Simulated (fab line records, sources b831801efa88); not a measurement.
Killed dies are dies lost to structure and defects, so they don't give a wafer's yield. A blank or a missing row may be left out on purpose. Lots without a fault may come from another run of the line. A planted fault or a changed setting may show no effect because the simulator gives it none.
One fault seen from 2 desks | flow sky130 | each desk has only its own numbers; what lay behind them comes last

THE METROLOGY DESK
What the gauges read, lot by lot, whatever tool the lot ran on: means of the sampled wafers that have a number. A lot is out of limits, marked OUT, if its mean lies more than 4 standard deviations from the usual mean; the brackets give that distance.
Columns: A = cd_nm at SKY_FIELD_ISO_CD_MEAS_13, usual 150.2 nm; B = cd_nm at SKY_VT_ADJUST_HVTP_CD_MEAS_07, usual 380.4 nm; C = VT_ADJUST_HVTP_TW at SKY_VT_ADJUST_HVTP_TW_MEAS_11, usual 1359
lot  | first seen here | A     | B     | C
L365 | day 2 08:35     | 149.2 | 379.9 | 1329
L367 | day 2 17:49     | 147.5 | 382.9 | 1377
L366 | day 2 18:10     | 150.7 | 379.8 | 1378
L369 | day 3 01:34     | 148.9 | 378.2 | 1378
L374 | day 4 04:19     | 149.0 | 379.7 | 30 (-60) OUT
L380 | day 5 12:37     | 149.8 | 381.2 | 1342
L382 | day 5 19:50     | 148.9 | 383.6 | 1323
L383 | day 6 02:26     | 148.5 | 383.0 | 1369
L384 | day 6 06:56     | 153.1 | 384.0 | 1381
L385 | day 6 12:23     | 153.5 | 378.7 | 1377
L386 | day 6 20:40     | 151.4 | 380.0 | 1378
L387 | day 7 02:14     | 150.5 | 380.8 | 1382
L388 | day 7 03:34     | 151.1 | 381.4 | 1344
This desk's finding: out of limits on L374; first on L374, day 8 09:59 (VT_ADJUST_HVTP_TW at SKY_VT_ADJUST_HVTP_TW_MEAS_11). In limits: L365, L367, L366, L369, L380, L382, L383, L384, L385, L386, L387, L388.

THE TOOL OWNER'S DESK: plasma_asher-03
The tool's own readings at SKY_NWELL_STRIP_25 (strips in O2/N2): means of the sampled wafers that have a number, for each lot that ran on this tool. A lot is out of limits, marked OUT, if its mean lies more than 4 standard deviations from the usual mean; the brackets give that distance.
Columns: A = drypump_motor_current_A at SKY_NWELL_STRIP_25, usual 6.0 A; B = oes_product_au at SKY_NWELL_STRIP_25, usual 0.721 a.u.; C = strip_time_to_endpoint_s at SKY_NWELL_STRIP_25, usual 36.87 s
lot  | first seen here | A   | B               | C
L365 | day 5 08:34     | 5.8 | 0.724           | 37.00
L367 | day 5 20:25     | 5.5 | 0.722           | 36.83
L374 | day 7 13:07     | 5.9 | 0.923 (+46) OUT | -
L385 | day 10 09:58    | 5.8 | 0.720           | 36.91
This desk's finding: out of limits on L374; first on L374, day 7 13:07 (oes_product_au at SKY_NWELL_STRIP_25). In limits: L365, L367, L385.

PUT TOGETHER
The tool owner's desk could have raised an alarm at day 7 13:07, on L374.
The metrology desk could have raised an alarm at day 8 09:59, on L374.
Of the lots named, all ran SKY_NWELL_STRIP_25 on plasma_asher-03.

WHAT THE SIMULATOR HAD PUT IN
Strip aborted: plasma_asher-03, from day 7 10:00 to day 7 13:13, at SKY_NWELL_STRIP_25. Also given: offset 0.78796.
Lots struck among those shown: L374.
Hours from the fault's start to each desk's first reading out of limits: the tool owner's desk, 3; the metrology desk, 24.
